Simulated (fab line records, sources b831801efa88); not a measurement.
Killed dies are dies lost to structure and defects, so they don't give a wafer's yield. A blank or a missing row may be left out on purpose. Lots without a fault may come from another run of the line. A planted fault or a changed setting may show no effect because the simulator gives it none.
Which tool did it? | flow gf180mcu | 7 lots, 21 wafers sampled, at 4 steps of a route of 602

WHAT THE GAUGES READ, wafer by wafer
GF_V1_BOW_MEAS_05.
lot  | measured     | on            | V1_BOW (um)
L784 | day 18 23:01 | film_metro-02 | 78 76 71
L794 | day 22 13:34 | film_metro-02 | 80 79 87
L796 | day 23 12:49 | film_metro-02 | 78 89 87
L798 | day 23 17:11 | film_metro-02 | 80 91 82
L801 | day 24 16:46 | film_metro-02 | 99 83 79
L803 | day 25 08:38 | film_metro-02 | 93 83 100

WHICH TOOL RAN EACH LOT (tool, then ch and the chambers of the sampled wafers, then the start)
lot  | GF_CONTACT_CVD_02               | GF_CONTACT_SPUTTER_23        | GF_M1_PEB_12
L784 | pecvd-03 ch 1,2, day 16 21:24   | pvd_sputter-01, day 17 20:29 | litho_track-03 ch 0, day 18 21:18
L791 | pecvd-01 ch 0,2, day 19 04:03   | pvd_sputter-04, day 20 05:15 | litho_track-03, day 21 06:05
L794 | pecvd-04 ch 0,1,2, day 20 10:47 | pvd_sputter-02, day 21 11:53 | litho_track-03 ch 0, day 22 11:51
L796 | pecvd-04 ch 0,2, day 21 10:50   | pvd_sputter-01, day 22 11:48 | litho_track-01 ch 0, day 23 11:03
L798 | pecvd-04 ch 0,1, day 21 16:08   | pvd_sputter-02, day 22 16:33 | litho_track-03 ch 0, day 23 15:29
L801 | pecvd-03 ch 0,1, day 22 16:21   | pvd_sputter-02, day 23 16:27 | litho_track-01 ch 0, day 24 15:01
L803 | pecvd-04 ch 0,1, day 23 08:32   | pvd_sputter-04, day 24 08:05 | litho_track-03 ch 0, day 25 06:56
- GF_CONTACT_CVD_02: deposits SiO2 from TEOS, target thk 860 nm, time 95.992 s.
- GF_CONTACT_SPUTTER_23: material TiN, target thk 10 nm, time 40 s.
- GF_M1_PEB_12: peb time 90 s.

THE ANSWER, worked out from the rows above alone
Rule: what is usual is taken from the lots themselves. Put in order of their means at a reading, lots are off if they are a third of the lots or fewer, leave a main group of 4 or more, and stand apart from it by a gap of 3 or more times the standard deviation of the main group's means; of several such gaps the widest counts. A main group whose means are all the same, to the digits that the tables above print for the reading, isn't used. A lot without any number at a reading at which 4 lots or more have one is off too. The other lots that the step has rows for count as sound.
No lot is off at any reading shown: from this, nothing can be told.

WHAT THE SIMULATOR HAD PUT IN
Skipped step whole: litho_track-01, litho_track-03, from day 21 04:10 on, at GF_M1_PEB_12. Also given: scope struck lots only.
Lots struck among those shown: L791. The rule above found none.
